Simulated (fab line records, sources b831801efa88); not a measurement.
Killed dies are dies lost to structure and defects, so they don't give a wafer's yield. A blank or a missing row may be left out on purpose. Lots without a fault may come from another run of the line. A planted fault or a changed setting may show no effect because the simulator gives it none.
Chamber matching | flow gf180mcu | GF_PASSIVATION_CVD_02 on pecvd-01: 3 sister chambers
The step deposits Si3N4, target thk 700 nm, time 486.18 s. 3 wafers are shown with their chamber, then 8 later ones without.

WAFERS WITH THEIR CHAMBER
wafer  | chamber | heater_power_w (W)
L080.4 | 1       | 879
L082.1 | 2       | 805
L084.1 | 0       | 841

WAFERS WITHOUT THEIR CHAMBER
wafer  | heater_power_w (W)
L084.2 | 874
L084.3 | 856
L084.4 | 904
L084.5 | 914
L084.6 | 905
L095.2 | 752
L095.5 | 810
L095.6 | 740

WHICH CHAMBER EACH WENT THROUGH
wafer  | from the rows above          | in truth
L084.2 | can't be placed: 1 or 0 or 2 | 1
L084.3 | can't be placed: 0 or 1 or 2 | 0
L084.4 | can't be placed: 1 or 0      | 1
L084.5 | can't be placed: 1 or 0      | 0
L084.6 | can't be placed: 1 or 0      | 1
L095.2 | can't be placed: 2 or 0      | 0
L095.5 | can't be placed: 2 or 0 or 1 | 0
L095.6 | can't be placed: 2 or 0      | 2
Placed correctly: 0 of 8. Can't be placed from these rows: 8 (the true chamber is among the candidates in 8). Placed wrongly: 0.
How it was worked out, from the rows above alone: a wafer's distance from a chamber is the root of the sum, over the readings, of the square of ((its reading less the chamber's mean) divided by the reading's scatter). The wafer belongs to the nearest chamber; if the next one is less than 2 further off, it can't be placed. A chamber's mean is the mean of its shown wafers. The scatter: with one shown wafer a chamber, the root of the mean of the squares of how far each hidden wafer lies from its nearest shown one.
